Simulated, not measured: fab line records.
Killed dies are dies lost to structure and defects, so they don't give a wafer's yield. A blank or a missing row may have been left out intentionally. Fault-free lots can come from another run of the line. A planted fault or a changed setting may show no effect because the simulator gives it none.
2 desks, one fault	flow gf180mcu	what lay behind the numbers comes last; until then each desk has only its own

METROLOGY DESK
What the gauges read for every lot (on any tool): the sampled wafers with a number, averaged. Any lot whose mean is over 4 standard deviations away from the usual mean is out of limits and marked OUT; that distance is given in the brackets.
Columns: A = PASSIVATION_CVD_00_THK at GF_PASSIVATION_THK_MEAS_01, usual 1000 nm
lot	first seen here	A
L450	day 28 11:51	991
L452	day 29 02:01	1001
L453	day 29 10:58	981
L454	day 29 18:27	1000
L455	day 29 19:03	1002
L457	day 30 13:41	1004
L458	day 30 19:23	1015
L461	day 31 16:43	1015
L462	day 31 19:03	1003
L464	day 32 10:12	998
L470	day 33 20:36	1000
L472	day 34 12:25	993
This desk's finding: nothing out of limits on any of the 12 lots.

AT THE TOOL OWNER'S DESK: pvd sputter-02
The tool's own readings at GF_M3_SPUTTER_04 (material TiN, target thk 50 nm, time 41.7 s): means of the sampled wafers that have a number, for each lot that ran on this tool. Any lot whose mean is over 4 standard deviations away from the usual mean is out of limits and marked OUT; that distance is given in the brackets.
Columns: A = chamber pressure pa at GF_M3_SPUTTER_04, usual 0.4001 Pa; B = throttle valve pct at GF_M3_SPUTTER_04, usual 29.9 %
lot	first seen here	A	B
L450	day 20 15:34	0.4009	30.1
L452	day 21 12:07	0.4003	30.2
L457	day 23 06:59	0.4000	29.6
L458	day 23 13:56	0.3998	29.2
L461	day 24 18:38	0.3999	29.6
L462	day 24 21:08	0.3998	30.0
L464	day 25 16:40	0.4004	29.2
This desk's finding: nothing out of limits on any of the 7 lots.

TAKEN TOGETHER
Metrology desk: nothing out of limits seen.
The tool owner's desk saw nothing out of limits.

WHAT HAD BEEN PUT IN BY THE SIMULATOR
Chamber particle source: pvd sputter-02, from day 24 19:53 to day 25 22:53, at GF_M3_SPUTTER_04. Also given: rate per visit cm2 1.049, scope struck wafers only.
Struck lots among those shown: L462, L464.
